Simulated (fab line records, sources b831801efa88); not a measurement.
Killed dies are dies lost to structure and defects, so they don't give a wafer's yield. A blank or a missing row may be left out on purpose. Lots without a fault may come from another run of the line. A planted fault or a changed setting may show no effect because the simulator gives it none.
Which tool did it? | flow sky130 | 24 lots, 72 wafers sampled, at 4 steps of a route of 708

WHAT THE GAUGES READ, wafer by wafer
SKY_VT_ADJUST_HVTR_TW_MEAS_11.
lot  | measured     | on            | VT_ADJUST_HVTR_TW
L074 | day 9 06:37  | film_metro-04 | 207.0 206.7 205.8
L075 | day 9 14:50  | film_metro-03 | 210.3 210.6 211.1
L076 | day 9 23:56  | film_metro-03 | 210.9 210.8 211.5
L077 | day 10 06:19 | film_metro-01 | 212.4 213.1 211.6
L078 | day 10 14:49 | film_metro-03 | 211.7 212.1 211.6
L079 | day 10 22:34 | film_metro-03 | 211.1 211.4 211.6
L080 | day 11 09:01 | film_metro-03 | 210.1 212.0 211.2
L081 | day 11 16:37 | film_metro-01 | 211.6 211.9 212.3
L082 | day 11 23:10 | film_metro-04 | 207.6 207.7 208.0
L083 | day 12 04:38 | film_metro-03 | 210.9 210.8 210.6
L084 | day 12 12:35 | film_metro-04 | 207.3 207.7 208.4
L085 | day 12 20:31 | film_metro-03 | 211.4 210.9 210.2
L086 | day 13 04:46 | film_metro-04 | 207.5 208.4 208.0
L087 | day 13 08:36 | film_metro-03 | 209.9 210.1 209.6
L088 | day 13 15:35 | film_metro-03 | 210.0 210.4 209.3
L089 | day 13 23:37 | film_metro-03 | 209.7 209.9 210.0
L090 | day 14 08:58 | film_metro-04 | 207.8 206.9 207.0
L091 | day 14 16:34 | film_metro-01 | 211.7 211.9 212.2
L092 | day 14 22:26 | film_metro-01 | 213.2 211.2 212.1
L093 | day 15 08:52 | film_metro-01 | 211.0 210.4 210.1
L094 | day 15 16:52 | film_metro-03 | 208.5 209.5 209.6
L095 | day 15 21:22 | film_metro-03 | 208.7 209.7 209.4
L096 | day 16 04:28 | film_metro-01 | 213.1 213.4 213.0
L097 | day 16 22:49 | film_metro-03 | 211.6 210.3 210.4

SKY_METAL2_CD_MEAS_15: target cd 140 nm.
lot  | measured     | on        | cd_nm (nm)
L074 | day 34 21:11 | cd_sem-01 | 141.1 138.9 139.0
L075 | day 35 06:40 | cd_sem-01 | 140.2 140.5 141.6
L076 | day 35 23:30 | cd_sem-02 | 141.3 141.4 143.8
L077 | day 36 01:00 | cd_sem-01 | 137.2 137.4 138.0
L078 | day 36 09:53 | cd_sem-02 | 140.4 141.9 140.2
L079 | day 36 20:49 | cd_sem-01 | 139.0 138.6 138.7
L080 | day 37 07:14 | cd_sem-02 | 140.5 138.7 141.4
L081 | day 37 15:00 | cd_sem-02 | 139.2 139.8 139.0
L082 | day 37 20:33 | cd_sem-01 | 138.8 139.0 137.5
L083 | day 37 23:52 | cd_sem-01 | 142.0 142.0 143.4
L084 | day 38 11:55 | cd_sem-01 | 138.9 139.3 139.8
L085 | day 38 20:47 | cd_sem-01 | 141.0 141.6 140.0
L086 | day 39 04:08 | cd_sem-02 | 137.6 138.3 137.9
L087 | day 39 04:23 | cd_sem-01 | 141.5 141.4 143.0
L088 | day 39 16:34 | cd_sem-01 | 137.1 136.7 138.3
L089 | day 39 20:16 | cd_sem-02 | 139.5 139.0 140.7
L090 | day 40 01:14 | cd_sem-01 | 140.3 140.6 136.9
L091 | day 40 11:39 | cd_sem-02 | 139.7 140.7 140.2
L092 | day 40 16:15 | cd_sem-01 | 140.4 138.9 140.4
L093 | day 41 01:23 | cd_sem-01 | 138.8 140.1 139.2
L094 | day 41 06:19 | cd_sem-01 | 139.0 140.3 139.7
L095 | day 41 21:31 | cd_sem-02 | 138.3 138.3 139.7
L096 | day 42 00:42 | cd_sem-02 | 137.5 138.0 137.3
L097 | day 42 06:04 | cd_sem-01 | 138.8 139.4 138.8

SKY_VIA2_THK_MEAS_23: measures by xrf.
lot  | measured     | on            | VIA2_W_THK (nm)
L074 | day 36 02:36 | film_metro-01 | 418 417 421
L075 | day 36 11:22 | film_metro-01 | 413 417 417
L076 | day 37 04:33 | film_metro-04 | 411 418 421
L077 | day 37 05:31 | film_metro-02 | 424 431 429
L078 | day 37 15:09 | film_metro-01 | 429 430 435
L079 | day 38 01:30 | film_metro-02 | 439 443 438
L080 | day 38 11:29 | film_metro-02 | 431 443 438
L081 | day 38 19:09 | film_metro-04 | 426 423 422
L082 | day 39 00:33 | film_metro-01 | 416 425 423
L083 | day 39 03:47 | film_metro-01 | 424 419 419
L084 | day 39 15:11 | film_metro-01 | 420 424 432
L085 | day 40 00:14 | film_metro-01 | 432 425 426
L086 | day 40 07:38 | film_metro-02 | 425 424 425
L087 | day 40 07:44 | film_metro-04 | 422 424 430
L088 | day 40 19:41 | film_metro-01 | 416 411 416
L089 | day 40 23:01 | film_metro-01 | 412 418 412
L090 | day 41 04:13 | film_metro-02 | 435 434 428
L091 | day 41 14:37 | film_metro-02 | 427 431 424
L092 | day 41 18:33 | film_metro-01 | 417 416 421
L093 | day 42 03:47 | film_metro-04 | 426 419 431
L094 | day 42 08:49 | film_metro-02 | 438 430 432
L095 | day 42 22:47 | film_metro-01 | 420 415 422
L096 | day 43 02:43 | film_metro-02 | 437 434 430
L097 | day 43 08:11 | film_metro-01 | 426 421 425

WHICH TOOL RAN EACH LOT (tool, then ch and the chambers of the sampled wafers, then the start)
lot  | SKY_VIA2_SPUTTER_20
L074 | pvd_sputter-01, day 36 02:16
L075 | pvd_sputter-03, day 36 11:04
L076 | pvd_sputter-02, day 37 04:13
L077 | pvd_sputter-02, day 37 05:13
L078 | pvd_sputter-02, day 37 14:50
L079 | pvd_sputter-01, day 38 01:11
L080 | pvd_sputter-01, day 38 11:10
L081 | pvd_sputter-01, day 38 18:50
L082 | pvd_sputter-03, day 39 00:13
L083 | pvd_sputter-02, day 39 03:28
L084 | pvd_sputter-03, day 39 14:52
L085 | pvd_sputter-03, day 39 23:55
L086 | pvd_sputter-01, day 40 07:19
L087 | pvd_sputter-02, day 40 07:25
L088 | pvd_sputter-01, day 40 19:22
L089 | pvd_sputter-01, day 40 22:42
L090 | pvd_sputter-03, day 41 03:53
L091 | pvd_sputter-03, day 41 14:18
L092 | pvd_sputter-03, day 41 18:13
L093 | pvd_sputter-01, day 42 03:28
L094 | pvd_sputter-01, day 42 08:31
L095 | pvd_sputter-01, day 42 22:28
L096 | pvd_sputter-01, day 43 02:23
L097 | pvd_sputter-02, day 43 07:52
- SKY_VIA2_SPUTTER_20: material TiN, target thk 20 nm, time 80 s.

WHAT THE TOOLS THEMSELVES READ (means of the sampled wafers that have a number; where no wafer has one, the mark that the record gives instead)
SKY_VIA2_SPUTTER_20.
lot  | tool           | throttle_valve_pct (%)
L074 | pvd_sputter-01 | 30.1
L075 | pvd_sputter-03 | 29.7
L076 | pvd_sputter-02 | 30.3
L077 | pvd_sputter-02 | 30.4
L078 | pvd_sputter-02 | 29.9
L079 | pvd_sputter-01 | 30.4
L080 | pvd_sputter-01 | 29.2
L081 | pvd_sputter-01 | 29.1
L082 | pvd_sputter-03 | 29.6
L083 | pvd_sputter-02 | 29.9
L084 | pvd_sputter-03 | 29.9
L085 | pvd_sputter-03 | 29.6
L086 | pvd_sputter-01 | 27.9
L087 | pvd_sputter-02 | 30.2
L088 | pvd_sputter-01 | 29.5
L089 | pvd_sputter-01 | 30.3
L090 | pvd_sputter-03 | 28.7
L091 | pvd_sputter-03 | 29.9
L092 | pvd_sputter-03 | 30.0
L093 | pvd_sputter-01 | 29.4
L094 | pvd_sputter-01 | 29.3
L095 | pvd_sputter-01 | 29.2
L096 | pvd_sputter-01 | 30.4
L097 | pvd_sputter-02 | 30.5

THE ANSWER, worked out from the rows above alone
Rule: what is usual is taken from the lots themselves. Put in order of their means at a reading, lots are off if they are a third of the lots or fewer, leave a main group of 4 or more, and stand apart from it by a gap of 3 or more times the standard deviation of the main group's means; of several such gaps the widest counts. A main group whose means are all the same, to the digits that the tables above print for the reading, isn't used. A lot without any number at a reading at which 4 lots or more have one is off too. The other lots that the step has rows for count as sound. The gauges are gone through in route order, then the tools' own readings, and for those a lot's mean is taken as printed above. The first step at which some lot is off is used, and at that step the reading that is off furthest; a lot without a number counts as furthest.
No lot is off at any reading shown: from this, nothing can be told.

WHAT THE SIMULATOR HAD PUT IN
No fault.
